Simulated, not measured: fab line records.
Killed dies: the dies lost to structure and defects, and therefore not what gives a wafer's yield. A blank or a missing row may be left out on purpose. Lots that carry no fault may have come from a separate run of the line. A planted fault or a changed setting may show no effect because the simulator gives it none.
Which tool was responsible? + flow sky130 + 34 wafers from 12 lots sampled at 3 of the route's 708 steps

WHAT THE GAUGES READ, wafer by wafer
SKY_SONOS_TUNNEL_OVL_MEAS_08. Usual: SONOS_TUNNEL_OVL gives 0.3 nm (standard deviation 1.4).
| lot  | measured     | on         | SONOS_TUNNEL_OVL (nm) | flag |
|------|--------------|------------|-----------------------|------|
| L201 | day 11 07:35 | overlay-02 | -2.6 -2.3 -1.7        |      |
| L202 | day 11 21:50 | overlay-02 | -1.1 -1.9 -2.8        |      |
| L203 | day 12 07:47 | overlay-01 | 0.6 1.9 1.8           |      |
| L208 | day 14 08:08 | overlay-02 | 1.2 -1.2              |      |
| L209 | day 14 08:26 | overlay-02 | -1.5 0.6              |      |
| L214 | day 15 21:46 | overlay-02 | 1.9 2.0 -0.7          |      |
| L215 | day 16 06:08 | overlay-02 | -0.2 -1.5 -1.9        |      |
| L218 | day 17 02:22 | overlay-01 | -0.7 0.5 0.2          |      |
| L220 | day 17 20:50 | overlay-02 | 1.7 1.5 2.0           |      |
| L221 | day 18 07:01 | overlay-01 | -0.3 0.3 0.3          |      |
| L222 | day 18 19:18 | overlay-01 | -1.5 -2.0 0.2         |      |
| L223 | day 18 21:59 | overlay-01 | 0.6 -0.8 -0.2         |      |

SKY_POLY_GATE_OVL_MEAS_14. Usual: POLY_GATE_OVL gives -2 nm (standard deviation 5.8).
| lot  | measured     | on         | POLY_GATE_OVL (nm) | flag |
|------|--------------|------------|--------------------|------|
| L201 | day 16 08:46 | overlay-01 | -4 -2 3            |      |
| L202 | day 17 03:58 | overlay-01 | -5 -7 -2           |      |
| L203 | day 17 11:22 | overlay-02 | 1 -1 0             |      |
| L208 | day 19 21:54 | overlay-01 | 2 -1               |      |
| L209 | day 19 19:02 | overlay-02 | 1 0                |      |
| L214 | day 21 12:49 | overlay-02 | 8 7 1              |      |
| L215 | day 21 21:49 | overlay-02 | 1 -3 -5            |      |
| L218 | day 22 19:06 | overlay-02 | 7 9 11             |      |
| L220 | day 23 15:07 | overlay-02 | -4 1 4             |      |
| L221 | day 24 00:35 | overlay-02 | 5 2 5              |      |
| L222 | day 24 11:10 | overlay-01 | -2 -1 1            |      |
| L223 | day 24 14:32 | overlay-01 | -13 -16 -10        |      |

SKY_METAL1_CD_MEAS_15: the cd target is 140 nm. Usual: cd_nm 140.1 nm, standard deviation 1.5.
| lot  | measured     | on        | cd_nm (nm)        | flag |
|------|--------------|-----------|-------------------|------|
| L201 | day 32 18:55 | cd_sem-01 | 141.2 141.1 141.5 |      |
| L202 | day 33 15:01 | cd_sem-02 | 141.6 141.4 141.2 |      |
| L203 | day 33 20:43 | cd_sem-02 | 140.4 140.2 142.7 |      |
| L208 | day 36 00:31 | cd_sem-02 | 137.1 139.2       |      |
| L209 | day 35 19:14 | cd_sem-01 | 141.5 140.9       |      |
| L214 | day 37 06:20 | cd_sem-02 | 137.0 137.0 137.6 |      |
| L215 | day 37 14:22 | cd_sem-01 | 139.2 140.1 140.2 |      |
| L218 | day 38 11:55 | cd_sem-02 | 141.4 140.3 140.5 |      |
| L220 | day 39 03:21 | cd_sem-02 | 141.9 142.9 140.7 |      |
| L221 | day 39 07:54 | cd_sem-02 | 141.3 140.8 141.8 |      |
| L222 | day 39 19:20 | cd_sem-01 | 137.5 138.2 139.8 |      |
| L223 | day 39 23:07 | cd_sem-01 | 138.4 138.1 137.2 |      |

TOOL THAT RAN EACH LOT (tool first, then ch and the chambers of the sampled wafers, then the start)
Before these readings, the record contains no process step.

WHAT THE TOOLS THEMSELVES READ (means of the sampled wafers that have a number; where no wafer has one, the mark that the record gives instead)
The record holds no such reading with a usual standard deviation.

THE ANSWER, worked out from the rows above alone
Rule: lot off if the mean of its wafers having a number is beyond 3 standard deviations from the usual mean. A lot without any number at a reading at which 4 lots or more have one is off too. All remaining lots with rows at the step are treated as sound. Order of review: gauges by route order, followed by the tools' own readings, for which a lot's mean as printed above is used. At the first step where some lot is off, the reading lying furthest off is the one used; lots without a number count as furthest.
No lot is off on any of the readings shown, so nothing can be concluded from this.

WHAT THE SIMULATOR PUT IN
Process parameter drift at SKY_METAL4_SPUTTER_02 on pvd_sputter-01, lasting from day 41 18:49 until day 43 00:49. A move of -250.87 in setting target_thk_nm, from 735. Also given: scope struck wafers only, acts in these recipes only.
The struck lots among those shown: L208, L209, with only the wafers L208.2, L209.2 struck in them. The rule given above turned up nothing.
